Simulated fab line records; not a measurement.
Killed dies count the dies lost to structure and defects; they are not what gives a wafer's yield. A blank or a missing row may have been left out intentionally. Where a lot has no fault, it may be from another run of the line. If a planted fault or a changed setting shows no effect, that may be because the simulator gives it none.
fab line records	flow sky130
[record] lots = 11	wafers = 33	last-day = 50
route steps=708 shown VIA3@589 METAL5@666 PAD_OPEN@701
lots that met no fault: taken from a fault-free run of the same line
start-h: hours from the record's opening day to when the first of the lot's shown wafers began	wait-h: how many hours have passed since the lot's step before this one	" repeats the value in the row above	L1.1+2: a row that stands for several wafers	- no value, or no start given	* or withheld: withheld	< > ~ a bound
route shown NAME@n: NAME is a module with steps in the file, n the number in the route of the first one	usual: mean/standard deviation taken from wafers without a fault	same: alike in all rows	chamber/n: place in a boat	sites: readings site by site	_std_site: their standard deviation	_edge_site: outer sites' mean less inner sites'	radius-mm: for every site, how far away it sits from the centre of the wafer	mask NAME#n: copy n	behind: the most recent tool/chamber to have shaped the wafer	hold: what put the lot on hold/how long, in hours/how the hold closed	device: transistor that didn't switch, given as n, p or np	end of line: the same wafers' tests at the end of the route	where a step has no rows: the recipe by itself	killed: dies lost to structure and defects at the first sort, not the wafer's yield	map: dies across one wafer; x = killed, . = not, _ = none there
set.NAME: the setting as run; set.NAME@STEP: as run at that earlier step	model.NAME: the simulator's own value behind a step, which no gauge read
the route's steps for a sample of lots (tables are steps, rows are wafers)
services: from which hour (start-h, from the record's first day; less than 0 if before it) a tool's chamber was out of use, for how many hours, and why
[[steps]]
[step SKY_VIA3_STRIP_16]
[recipe] chemistry = O2/N2	power-w = 1400	pressure-mtorr = 1500	platen-temp-c = withheld	o2-flow-sccm = 3000	n2-flow-sccm = 300	overash-fraction = 0.5
[usual] drypump-motor-current-A = 5.96/0.29	oes-product-au = 0.401/0.0047	strip-time-to-endpoint-s = 4.12/0.037
lot.wafer	tool	chamber	start-h	wait-h	drypump-motor-current-A	oes-product-au	rf-hours-counter-h	strip-time-to-endpoint-s
L714.1	plasma-asher-03	1	927.66	0.0	6.19	0.404	85	4.07
L714.2	"	0	"	"	6.19	0.400	85	4.16
L714.6	"	1	"	"	6.23	0.399	-	4.08
L715.1	plasma-asher-02	0	934.39	0.0	5.81	0.405	23	4.16
L715.2	"	1	"	"	6.04	0.397	23	4.07
L715.6	"	1	"	"	6.01	0.408	-	4.09
L720.1	plasma-asher-01	0	975.94	0.0	5.73	0.390	109	4.16
L720.2	"	1	"	"	5.31	0.402	109	4.15
L720.5	"	1	"	"	5.31	0.402	-	4.08
L721.2	plasma-asher-02	0	985.40	0.0	5.82	0.397	28	4.13
L721.4	"	1	"	"	6.05	0.406	-	4.17
L721.6	"	1	"	"	6.04	0.402	-	4.13
L722.1	plasma-asher-01	1	995.49	0.0	5.30	0.402	111	4.09
L722.2	"	0	"	"	5.71	0.399	111	4.13
L722.5	"	1	"	"	5.32	0.397	-	4.09
L723.3	plasma-asher-01	1	1005.14	0.1	5.32	0.400	-	4.21
L723.4	"	0	"	"	5.65	0.396	-	4.13
L723.6	"	1	"	"	5.32	0.402	-	4.16
L724.4	plasma-asher-01	0	1012.57	0.1	5.68	0.404	-	4.09
L724.5	"	0	"	"	5.67	0.398	-	4.13
L724.6	"	1	"	"	5.34	0.402	-	4.13
L725.2	plasma-asher-01	1	1022.41	0.0	5.30	0.406	114	4.17
L725.4	"	1	"	"	5.33	0.397	-	4.06
L725.6	"	0	"	"	5.62	0.404	-	4.18
L729.3	plasma-asher-03	0	1045.19	0.1	6.24	0.402	-	4.10
L729.4	"	1	"	"	6.23	0.398	-	4.10
L729.6	"	0	"	"	6.23	0.399	-	4.10
L736.1	plasma-asher-03	1	1077.59	0.0	6.22	0.401	101	4.05
L736.2	"	0	"	"	6.22	0.395	101	4.07
L736.3	"	1	"	"	6.20	0.409	-	4.16
L737.3	plasma-asher-03	0	1093.29	0.1	6.21	0.397	-	4.05
L737.4	"	1	"	"	6.22	0.406	-	4.13
L737.5	"	0	"	"	6.21	0.391	-	4.07
[step SKY_METAL5_RS_MEAS_05]
[recipe] thk-meas-gauge = four-point-probe	reads = TiN_of_METAL5_SPUTTER_04+Ti_of_METAL5_SPUTTER_03+AlCu_of_METAL5_SPUTTER_02+TiN_of_METAL5_SPUTTER_01+Ti_of_METAL5_SPUTTER_00
[usual] METAL5_ALCU_RS = 0.0270/0.00031
lot.wafer	tool	chamber	start-h	wait-h	METAL5_ALCU_RS[ohm/sq]
L714.1	film-metro-04	-	1005.72	0.0	0.0268
L714.2	"	-	"	"	0.0267
L714.6	"	-	"	"	0.0267
L715.1	film-metro-03	-	1010.45	0.0	0.0272
L715.2	"	-	"	"	0.0268
L715.6	"	-	"	"	0.0273
L720.1	film-metro-03	-	1050.39	0.0	0.0273
L720.2	"	-	"	"	0.0266
L720.5	"	-	"	"	0.0272
L721.2	film-metro-03	-	1058.41	0.1	0.0274
L721.4	"	-	"	"	0.0272
L721.6	"	-	"	"	0.0273
L722.1	film-metro-04	-	1068.18	0.0	0.0270
L722.2	"	-	"	"	0.0269
L722.5	"	-	"	"	0.0269
L723.3	film-metro-04	-	1078.04	0.1	0.0269
L723.4	"	-	"	"	0.0270
L723.6	"	-	"	"	0.0273
L724.4	film-metro-03	-	1085.27	0.1	0.0275
L724.5	"	-	"	"	0.0273
L724.6	"	-	"	"	0.0272
L725.2	film-metro-03	-	1093.47	0.0	0.0263
L725.4	"	-	"	"	0.0262
L725.6	"	-	"	"	0.0268
L729.3	film-metro-04	-	1115.72	0.1	0.0270
L729.4	"	-	"	"	0.0270
L729.6	"	-	"	"	0.0272
L736.1	film-metro-03	-	1140.91	0.0	0.0277
L736.2	"	-	"	"	0.0270
L736.3	"	-	"	"	0.0271
L737.3	film-metro-03	-	1156.78	0.1	0.0267
L737.4	"	-	"	"	0.0264
L737.5	"	-	"	"	0.0268
[step SKY_PAD_OPEN_ETCH_07]
[recipe] chemistry = CF4/O2	target-depth-nm = 725	stop-on = AlCu	source-w = 800	bias-w = 150	pressure-mtorr = 150	cf4-flow-sccm = 80	O2_flow_sccm = 10	time-s = 161.1
[usual] drypump-motor-current-A = 5.8/0.43	oes-product-au = 0.976/0.008	throttle-valve-pct = 5.962/0.0092
lot.wafer	tool	chamber	start-h	wait-h	drypump-motor-current-A	oes-product-au	rf-hours-counter-h	throttle-valve-pct
L714.1	rie-diel-03	2	1073.74	-	5.7	0.976	11	5.952
L714.2	"	3	"	"	6.5	0.972	26	5.948
L714.6	"	0	"	"	5.4	0.964	-	5.963
L715.1	rie-diel-03	3	1077.89	-	6.4	0.986	27	5.973
L715.2	"	2	"	"	5.7	0.974	11	5.964
L715.6	"	2	"	"	5.7	0.979	-	5.964
L720.1	rie-diel-01	1	1114.78	-	5.0	0.965	27	5.956
L720.2	"	0	"	"	5.6	0.975	12	5.977
L720.5	"	1	"	"	5.0	0.986	-	5.973
L721.2	rie-diel-01	1	1121.83	-	5.0	0.982	27	5.971
L721.4	"	2	"	"	5.5	0.982	27	5.968
L721.6	"	1	"	"	5.0	0.987	-	5.969
L722.1	rie-diel-03	3	1129.74	-	6.4	0.982	28	5.968
L722.2	"	1	"	"	5.3	0.979	10	5.965
L722.5	"	2	"	"	5.7	0.979	-	5.962
L723.3	rie-diel-03	3	1137.14	-	6.4	0.967	29	5.964
L723.4	"	0	"	"	5.4	0.964	-	5.963
L723.6	"	2	"	"	5.7	0.973	-	5.943
L724.4	rie-diel-01	3	1144.38	-	6.1	0.975	10	5.961
L724.5	"	1	"	"	5.0	0.984	-	5.967
L724.6	"	0	"	"	5.6	0.963	-	5.964
L725.2	rie-diel-01	3	1151.84	-	6.1	0.976	10	5.966
L725.4	"	1	"	"	5.0	0.984	28	5.957
L725.6	"	3	"	"	6.1	0.978	-	5.961
L729.3	rie-diel-02	2	1172.69	-	5.8	0.986	32	5.953
L729.4	"	1	"	"	5.3	1.000	3	5.975
L729.6	"	2	"	"	5.8	0.989	-	5.969
L736.1	rie-diel-03	0	1194.04	-	5.4	0.968	26	5.968
L736.2	"	2	"	"	5.7	0.970	15	5.972
L736.3	"	1	"	"	5.3	0.959	13	5.938
L737.3	rie-diel-03	3	1205.23	-	6.5	0.976	31	5.963
L737.4	"	2	"	"	5.7	0.976	16	5.952
L737.5	"	3	"	"	6.4	0.982	-	5.964
[step SKY_PAD_OPEN_STRIP_08]
[recipe] chemistry = O2/N2	power-w = 1400	pressure-mtorr = 1500	platen-temp-c = withheld	overash-fraction = 0.7	o2-flow-sccm = 3000	n2-flow-sccm = 300
[usual] drypump-motor-current-A = 5.7/0.51	oes-product-au = 0.663/0.0043	strip-time-to-endpoint-s = 37.04/0.12
lot.wafer	tool	chamber	start-h	wait-h	drypump-motor-current-A	oes-product-au	rf-hours-counter-h	strip-time-to-endpoint-s
L714.1	plasma-asher-03	0	1073.85	0.1	6.2	0.660	100	36.96
L714.2	"	1	"	"	6.2	0.660	100	37.01
L714.6	"	0	"	"	6.2	0.668	-	36.87
L715.1	plasma-asher-03	1	1077.99	0.1	6.3	0.663	101	37.04
L715.2	"	0	"	"	6.2	0.656	101	37.09
L715.6	"	0	"	"	6.2	0.667	-	37.04
L720.1	plasma-asher-04	1	1114.89	0.1	4.9	0.659	68	37.22
L720.2	"	0	"	"	5.6	0.670	68	37.24
L720.5	"	1	"	"	4.9	0.667	-	37.14
L721.2	plasma-asher-01	1	1121.94	0.1	5.3	0.662	5	36.96
L721.4	"	1	"	"	5.3	0.660	-	36.88
L721.6	"	1	"	"	5.3	0.666	-	37.01
L722.1	plasma-asher-03	0	1129.85	0.1	6.2	0.663	106	37.07
L722.2	"	1	"	"	6.3	0.653	106	36.95
L722.5	"	1	"	"	6.3	0.667	-	37.06
L723.3	plasma-asher-01	1	1137.28	0.1	5.3	0.667	-	37.18
L723.4	"	0	"	"	5.7	0.659	-	37.09
L723.6	"	0	"	"	5.7	0.657	-	37.13
L724.4	plasma-asher-03	0	1144.52	0.1	6.2	0.657	-	37.10
L724.5	"	0	"	"	6.2	0.660	-	37.15
L724.6	"	1	"	"	6.2	0.661	-	37.19
L725.2	plasma-asher-01	1	1151.95	0.1	5.3	0.671	8	37.07
L725.4	"	0	"	"	5.7	0.669	-	37.12
L725.6	"	1	"	"	5.3	0.666	-	37.01
L729.3	plasma-asher-03	0	1172.83	0.1	6.3	0.664	-	37.12
L729.4	"	1	"	"	6.2	0.665	-	36.99
L729.6	"	0	"	"	6.3	0.661	-	36.98
L736.1	plasma-asher-04	0	1194.15	0.1	5.6	0.663	76	37.23
L736.2	"	1	"	"	4.9	0.660	76	37.17
L736.3	"	0	"	"	5.6	0.665	-	37.13
L737.3	plasma-asher-03	1	1205.37	0.1	6.3	0.659	-	37.12
L737.4	"	0	"	"	6.2	0.664	-	37.03
L737.5	"	0	"	"	6.2	0.660	-	36.98
[step SKY_PAD_OPEN_PROBE_99]
[usual] defect-limited-yield = 82.8/2	killed_at_M0_to_M3 = 43/7.8	killed_at_M4_up = 3.2/1.9	killed-at-contacts = 24/5	killed-at-front-end = 14/4.5	killed-at-other = 0.2/0.41	killed-dies = 84/9.6	killed-open = 47/6.9	killed-short = 38/6	sort_bin_3_pad_short = 0.8/0.43	sort_bin_5_function = 10.1/1.4	sort_bin_6_memory = 6.3/1.1	sort-n-pass = 408/9.6	sort-yield-pct = 82.8/2
[same] gross-dies = 492	killed-at-back-side = 0	sort_bin_4_leakage[%] = 0	sort_bin_8_speed[%] = 0
lot.wafer	tool	chamber	start-h	wait-h	defect-limited-yield[%]	killed_at_M0_to_M3	killed_at_M4_up	killed-at-contacts	killed-at-front-end	killed-at-other	killed-dies	killed-open	killed-short	sort_bin_3_pad_short[%]	sort_bin_5_function[%]	sort_bin_6_memory[%]	sort-n-pass	sort-yield-pct[%]
L714.1	prober-02	-	1076.21	0.1	83.1	50	5	16	12	0	83	48	34	0.6	10.4	5.9	409	83.1
L714.2	prober-02	-	1076.26	0.1	82.5	52	4	19	10	1	86	51	35	1.0	10.2	6.3	406	82.5
L714.6	prober-02	-	1076.46	0.2	82.9	48	2	19	15	0	84	48	36	1.4	8.3	7.3	408	82.9
L715.1	prober-01	-	1080.30	0.1	83.9	41	1	25	12	0	79	44	35	1.0	10.2	4.9	413	83.9
L715.2	prober-01	-	1080.35	0.1	82.5	45	6	26	9	0	86	50	36	0.4	10.2	6.9	406	82.5
L715.6	prober-01	-	1080.55	0.2	83.1	41	5	23	14	0	83	48	35	1.2	10.4	5.3	409	83.1
L720.1	prober-02	-	1117.11	0.1	83.7	40	7	22	10	1	80	41	39	0.8	8.1	7.3	412	83.7
L720.2	prober-02	-	1117.16	0.1	82.9	42	5	23	14	0	84	47	37	0.8	12.0	4.3	408	82.9
L720.5	prober-02	-	1117.31	0.2	84.3	32	3	23	18	1	77	38	39	0.8	11.6	3.3	415	84.3
L721.2	prober-01	-	1124.20	0.1	78.7	56	4	30	14	1	105	62	43	0.8	12.8	7.7	387	78.7
L721.4	prober-01	-	1124.30	0.2	80.1	38	3	35	21	1	98	56	42	1.0	12.2	6.7	394	80.1
L721.6	prober-01	-	1124.40	0.2	80.3	53	5	24	14	1	97	52	44	0.8	12.4	6.5	395	80.3
L722.1	prober-02	-	1132.10	0.1	78.5	54	2	34	16	0	106	58	48	1.8	12.8	6.9	386	78.5
L722.2	prober-02	-	1132.15	0.1	77.6	47	3	42	18	0	110	57	53	1.4	13.2	7.7	382	77.6
L722.5	prober-02	-	1132.30	0.2	79.9	56	2	28	13	0	99	52	47	1.4	11.8	6.9	393	79.9
L723.3	prober-01	-	1139.56	0.2	82.7	51	3	21	10	0	85	46	39	0.4	10.2	6.7	407	82.7
L723.4	prober-01	-	1139.61	0.2	82.9	38	1	35	10	0	84	47	37	1.2	8.5	7.3	408	82.9
L723.6	prober-01	-	1139.71	0.2	83.9	35	7	21	16	0	79	48	31	1.0	9.3	5.7	413	83.9
L724.4	prober-02	-	1146.85	0.2	79.1	70	2	26	5	0	103	43	25	1.6	13.4	5.9	389	79.1
L724.5	prober-02	-	1146.90	0.2	74.6	81	1	27	16	0	125	53	35	2.2	16.5	6.7	367	74.6
L724.6	prober-02	-	1146.95	0.2	75.8	65	4	24	26	0	119	42	45	1.2	13.8	9.1	373	75.8
L725.2	prober-01	-	1154.21	0.1	77.2	72	4	23	13	0	112	37	49	2.8	14.4	5.5	380	77.2
L725.4	prober-01	-	1154.31	0.2	76.8	61	5	26	22	0	114	48	33	2.0	14.4	6.7	378	76.8
L725.6	prober-01	-	1154.41	0.2	79.1	64	2	24	12	1	103	33	33	2.2	12.6	6.1	389	79.1
L729.3	prober-01	-	1175.12	0.2	87.4	33	1	18	10	0	62	28	34	0.2	7.9	4.5	430	87.4
L729.4	prober-01	-	1175.17	0.2	85.0	36	5	19	14	0	74	41	33	1.0	7.5	6.5	418	85.0
L729.6	prober-01	-	1175.27	0.2	84.1	38	2	22	15	1	78	42	36	1.0	9.1	5.7	414	84.1
L736.1	prober-01	-	1196.36	0.1	81.1	47	4	27	15	0	93	54	39	1.0	10.6	7.3	399	81.1
L736.2	prober-01	-	1196.41	0.1	85.6	40	1	22	8	0	71	47	24	0	8.7	5.7	421	85.6
L736.3	prober-01	-	1196.46	0.2	81.7	39	5	30	16	0	90	54	36	0.4	9.6	8.3	402	81.7
L737.3	prober-01	-	1207.66	0.2	81.7	49	6	24	11	0	90	46	44	1.8	10.6	5.9	402	81.7
L737.4	prober-01	-	1207.71	0.2	82.9	55	1	17	11	0	84	49	35	0.8	10.8	5.5	408	82.9
L737.5	prober-01	-	1207.76	0.2	84.6	38	3	23	12	0	76	38	38	0.8	8.7	5.9	416	84.6
// killed by level:class
L714.1 VIA1:geometric-particle:open=9 VIA3:geometric-particle:open=9 METAL1:geometric-particle:short=8 VIA2:geometric-particle:open=8 CONTACT:geometric-particle:open=7 LI_CONTACT:geometric-particle:open=4 VIA3:geometric-particle:short=4 METAL4:geometric-particle:short=4
L714.2 VIA1:geometric-particle:open=14 VIA3:geometric-particle:open=11 CONTACT:geometric-particle:open=8 VIA1:geometric-particle:short=7 METAL3:geometric-particle:short=5 VIA2:geometric-particle:short=5 LOCAL_INTERCONNECT:geometric-particle:short=4 FIELD_ISO:geometric-particle:open=3
L714.6 VIA1:geometric-particle:open=11 CONTACT:geometric-particle:open=10 VIA3:geometric-particle:open=9 VIA2:geometric-particle:open=6 VIA1:geometric-particle:short=6 VIA2:geometric-particle:short=5 METAL2:geometric-particle:short=4 POLY_GATE:geometric-particle:short=4
L715.1 VIA3:geometric-particle:open=10 CONTACT:geometric-particle:short=9 VIA2:geometric-particle:open=8 VIA1:geometric-particle:open=8 CONTACT:geometric-particle:open=7 LI_CONTACT:geometric-particle:open=6 METAL2:geometric-particle:short=4 METAL3:geometric-particle:short=4
L715.2 CONTACT:geometric-particle:open=11 VIA1:geometric-particle:open=9 LI_CONTACT:geometric-particle:open=7 METAL1:geometric-particle:short=7 VIA3:geometric-particle:open=7 METAL2:geometric-particle:short=6 VIA2:geometric-particle:open=6 VIA3:geometric-particle:short=5
L715.6 CONTACT:geometric-particle:open=9 VIA1:geometric-particle:open=8 LI_CONTACT:geometric-particle:open=7 VIA2:geometric-particle:open=7 METAL2:geometric-particle:short=7 CONTACT:geometric-particle:short=5 VIA3:geometric-particle:open=5 FIELD_ISO:geometric-particle:short=3
L720.1 VIA2:geometric-particle:open=7 LI_CONTACT:geometric-particle:open=6 CONTACT:geometric-particle:open=5 VIA3:geometric-particle:open=5 VIA1:geometric-particle:open=5 METAL4:geometric-particle:short=5 LOCAL_INTERCONNECT:geometric-particle:short=4 VIA1:geometric-particle:short=4
L720.2 VIA1:geometric-particle:open=11 VIA3:geometric-particle:open=8 CONTACT:geometric-particle:open=7 LOCAL_INTERCONNECT:geometric-particle:short=6 CONTACT:geometric-particle:short=6 METAL1:geometric-particle:short=6 VIA2:geometric-particle:open=6 POLY_GATE:geometric-particle:open=5
L720.5 CONTACT:geometric-particle:open=7 FIELD_ISO:geometric-particle:short=6 VIA1:geometric-particle:open=6 POLY_GATE:geometric-particle:open=5 VIA3:geometric-particle:open=5 CONTACT:geometric-particle:short=5 METAL1:geometric-particle:short=5 LOCAL_INTERCONNECT:geometric-particle:short=4
L721.2 VIA1:geometric-particle:open=15 CONTACT:geometric-particle:open=10 VIA2:geometric-particle:open=9 METAL1:geometric-particle:short=7 LI_CONTACT:geometric-particle:open=6 VIA3:geometric-particle:open=6 VIA1:geometric-particle:short=6 LOCAL_INTERCONNECT:geometric-particle:short=5
L721.4 CONTACT:geometric-particle:open=15 VIA1:geometric-particle:open=10 LI_CONTACT:geometric-particle:open=8 VIA1:geometric-particle:short=7 POLY_GATE:geometric-particle:open=6 FIELD_ISO:geometric-particle:short=5 POLY_GATE:geometric-particle:short=5 LI_CONTACT:geometric-particle:short=5
L721.6 VIA1:geometric-particle:open=11 CONTACT:geometric-particle:open=10 VIA2:geometric-particle:open=8 METAL2:geometric-particle:short=7 VIA2:geometric-particle:short=6 METAL1:geometric-particle:short=5 VIA1:geometric-particle:short=4 POLY_GATE:geometric-particle:open=4
L722.1 CONTACT:geometric-particle:open=16 VIA1:geometric-particle:open=14 METAL1:geometric-particle:short=7 FIELD_ISO:geometric-particle:short=6 VIA3:geometric-particle:open=6 LI_CONTACT:geometric-particle:open=6 METAL3:geometric-particle:short=6 FIELD_ISO:geometric-particle:open=5
L722.2 CONTACT:geometric-particle:open=13 LI_CONTACT:geometric-particle:open=9 VIA1:geometric-particle:open=8 METAL2:geometric-particle:short=7 VIA3:geometric-particle:short=6 LOCAL_INTERCONNECT:geometric-particle:short=6 CONTACT:geometric-particle:short=6 VIA2:geometric-particle:open=6
L722.5 VIA1:geometric-particle:open=12 VIA3:geometric-particle:open=11 CONTACT:geometric-particle:short=8 CONTACT:geometric-particle:open=8 VIA2:geometric-particle:short=7 LOCAL_INTERCONNECT:geometric-particle:short=6 METAL3:geometric-particle:short=5 VIA2:geometric-particle:open=5
L723.3 VIA1:geometric-particle:open=15 VIA1:geometric-particle:short=10 LI_CONTACT:geometric-particle:open=6 METAL2:geometric-particle:short=6 VIA3:geometric-particle:open=6 LOCAL_INTERCONNECT:geometric-particle:short=5 CONTACT:geometric-particle:open=5 VIA2:geometric-particle:open=4
L723.4 CONTACT:geometric-particle:open=10 LI_CONTACT:geometric-particle:open=9 VIA1:geometric-particle:open=8 VIA2:geometric-particle:open=6 LI_CONTACT:geometric-particle:short=5 LOCAL_INTERCONNECT:geometric-particle:short=5 CONTACT:geometric-particle:short=5 VIA2:geometric-particle:short=5
L723.6 VIA1:geometric-particle:open=13 CONTACT:geometric-particle:open=11 FIELD_ISO:geometric-particle:open=5 METAL4:geometric-particle:short=5 VIA3:geometric-particle:open=4 VIA2:geometric-particle:open=4 FIELD_ISO:geometric-particle:short=3 SPACER:geometric-particle:open=3
L724.4 VIA3:unspecified=35 CONTACT:geometric-particle:open=10 VIA1:geometric-particle:open=9 LI_CONTACT:geometric-particle:open=9 METAL2:geometric-particle:short=7 VIA2:geometric-particle:open=5 LOCAL_INTERCONNECT:geometric-particle:short=4 VIA3:geometric-particle:short=4
L724.5 VIA3:unspecified=37 VIA1:geometric-particle:open=15 VIA3:geometric-particle:open=9 LI_CONTACT:geometric-particle:open=8 FIELD_ISO:geometric-particle:open=7 LOCAL_INTERCONNECT:geometric-particle:short=5 CONTACT:geometric-particle:short=5 CONTACT:geometric-particle:open=5
L724.6 VIA3:unspecified=32 CONTACT:geometric-particle:open=11 VIA1:geometric-particle:open=10 METAL2:geometric-particle:short=8 FIELD_ISO:geometric-particle:short=7 POLY_GATE:geometric-particle:short=7 POLY_GATE:geometric-particle:open=6 LI_CONTACT:geometric-particle:open=6
L725.2 VIA3:unspecified=26 METAL2:geometric-particle:short=9 METAL1:geometric-particle:short=8 LI_CONTACT:geometric-particle:open=6 CONTACT:geometric-particle:open=5 METAL3:geometric-particle:short=5 VIA1:geometric-particle:open=4 LOCAL_INTERCONNECT:geometric-particle:open=4
L725.4 VIA3:unspecified=33 CONTACT:geometric-particle:open=13 FIELD_ISO:geometric-particle:short=8 VIA1:geometric-particle:open=7 LI_CONTACT:geometric-particle:open=6 VIA2:geometric-particle:open=6 FIELD_ISO:geometric-particle:open=5 VIA1:geometric-particle:short=4
L725.6 VIA3:unspecified=37 VIA1:geometric-particle:open=8 CONTACT:geometric-particle:open=7 LI_CONTACT:geometric-particle:open=6 CONTACT:geometric-particle:short=5 METAL2:geometric-particle:short=5 LOCAL_INTERCONNECT:geometric-particle:short=4 VIA2:geometric-particle:short=4
L729.3 METAL1:geometric-particle:short=8 LI_CONTACT:geometric-particle:open=7 VIA1:geometric-particle:open=4 LI_CONTACT:geometric-particle:short=4 VIA3:geometric-particle:open=4 LOCAL_INTERCONNECT:geometric-particle:short=3 CONTACT:geometric-particle:open=3 METAL1:geometric-particle:open=3
L729.4 CONTACT:geometric-particle:open=8 VIA1:geometric-particle:open=8 FIELD_ISO:geometric-particle:short=4 LI_CONTACT:geometric-particle:open=4 METAL2:geometric-particle:short=4 VIA3:geometric-particle:open=4 FIELD_ISO:geometric-particle:open=3 POLY_GATE:geometric-particle:open=3
L729.6 LI_CONTACT:geometric-particle:open=9 METAL1:geometric-particle:short=8 CONTACT:geometric-particle:open=7 VIA3:geometric-particle:open=7 METAL2:geometric-particle:short=6 VIA1:geometric-particle:open=6 FIELD_ISO:geometric-particle:short=5 FIELD_ISO:geometric-particle:open=3
L736.1 VIA1:geometric-particle:open=9 CONTACT:geometric-particle:open=8 VIA2:geometric-particle:open=8 VIA3:geometric-particle:open=7 FIELD_ISO:geometric-particle:open=6 LI_CONTACT:geometric-particle:open=6 CONTACT:geometric-particle:short=5 METAL1:geometric-particle:short=5
L736.2 VIA1:geometric-particle:open=12 CONTACT:geometric-particle:open=7 LI_CONTACT:geometric-particle:open=6 METAL1:geometric-particle:short=6 VIA2:geometric-particle:open=6 VIA3:geometric-particle:open=4 CONTACT:geometric-particle:short=4 LOCAL_INTERCONNECT:geometric-particle:short=3
L736.3 VIA1:geometric-particle:open=12 CONTACT:geometric-particle:open=11 LI_CONTACT:geometric-particle:open=8 METAL1:geometric-particle:short=7 VIA1:geometric-particle:short=6 FIELD_ISO:geometric-particle:open=4 POLY_GATE:geometric-particle:open=4 LI_CONTACT:geometric-particle:short=4
L737.3 VIA1:geometric-particle:open=12 CONTACT:geometric-particle:open=9 VIA2:geometric-particle:open=8 CONTACT:geometric-particle:short=6 METAL2:geometric-particle:short=5 LOCAL_INTERCONNECT:geometric-particle:short=5 POLY_GATE:geometric-particle:short=4 METAL1:geometric-particle:short=4
L737.4 VIA1:geometric-particle:open=16 VIA2:geometric-particle:open=12 VIA1:geometric-particle:short=8 METAL1:geometric-particle:short=5 CONTACT:geometric-particle:open=5 METAL3:geometric-particle:short=4 LI_CONTACT:geometric-particle:open=4 VIA2:geometric-particle:short=4
L737.5 LI_CONTACT:geometric-particle:open=7 VIA3:geometric-particle:open=6 VIA1:geometric-particle:open=6 FIELD_ISO:geometric-particle:short=5 LOCAL_INTERCONNECT:geometric-particle:short=5 CONTACT:geometric-particle:open=5 METAL1:geometric-particle:short=5 VIA1:geometric-particle:short=5
[[services]]
tool	chamber	start-h	hours	kind
rie-diel-03	2	905.64	2.8	repair
rie-diel-03	2	922.54	9.0	repair
plasma-asher-01	-	926.75	15.6	pm
plasma-asher-03	-	930.92	2.9	repair
plasma-asher-04	-	949.79	2.9	repair
rie-diel-03	0	955.39	4.8	repair
rie-diel-01	2	982.58	4.0	repair
rie-diel-01	1	984.18	3.6	repair
rie-diel-01	3	999.13	9.9	repair
rie-diel-03	1	1033.38	76.9	repair
plasma-asher-02	-	1041.96	2.9	repair
rie-diel-01	0	1042.15	14.0	repair
rie-diel-01	1	1043.56	8.6	repair
plasma-asher-01	-	1055.25	9.0	pm
plasma-asher-01	-	1070.60	2.8	pm
rie-diel-03	3	1082.45	6.2	repair
rie-diel-03	2	1085.31	8.2	repair
rie-diel-03	-	1120.99	2.5	repair
rie-diel-03	1	1137.10	17.4	repair
rie-diel-03	3	1163.21	9.8	repair
rie-diel-01	1	1166.91	3.9	repair
rie-diel-01	2	1171.69	8.7	repair
rie-diel-01	1	1186.73	2.4	repair
plasma-asher-01	-	1204.17	1.4	repair
[[key]]
[first-sign] step = SKY_PAD_OPEN_PROBE_99	reading = killed_at_M0_to_M3	direction = up	sigmas = 3.3	usual = 43	struck = 69
[effect] step = SKY_PAD_OPEN_PROBE_99	reading = defect-limited-yield	direction = down	sigmas = 2.9	usual = 82.8	struck = 77.1
met-at SKY_VIA3_STRIP_16
struck-lots L724,L725
not-acting-at SKY_METAL5_RS_MEAS_05,SKY_PAD_OPEN_ETCH_07,SKY_PAD_OPEN_STRIP_08
onset-between 1005.14 1012.57
[fault] kind = chamber-particle-source	tool = plasma-asher-01	chamber = -	onset-h = 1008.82	steps = SKY_VIA3_STRIP_16	rate-per-visit-cm2 = 0.56307	end-h = 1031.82
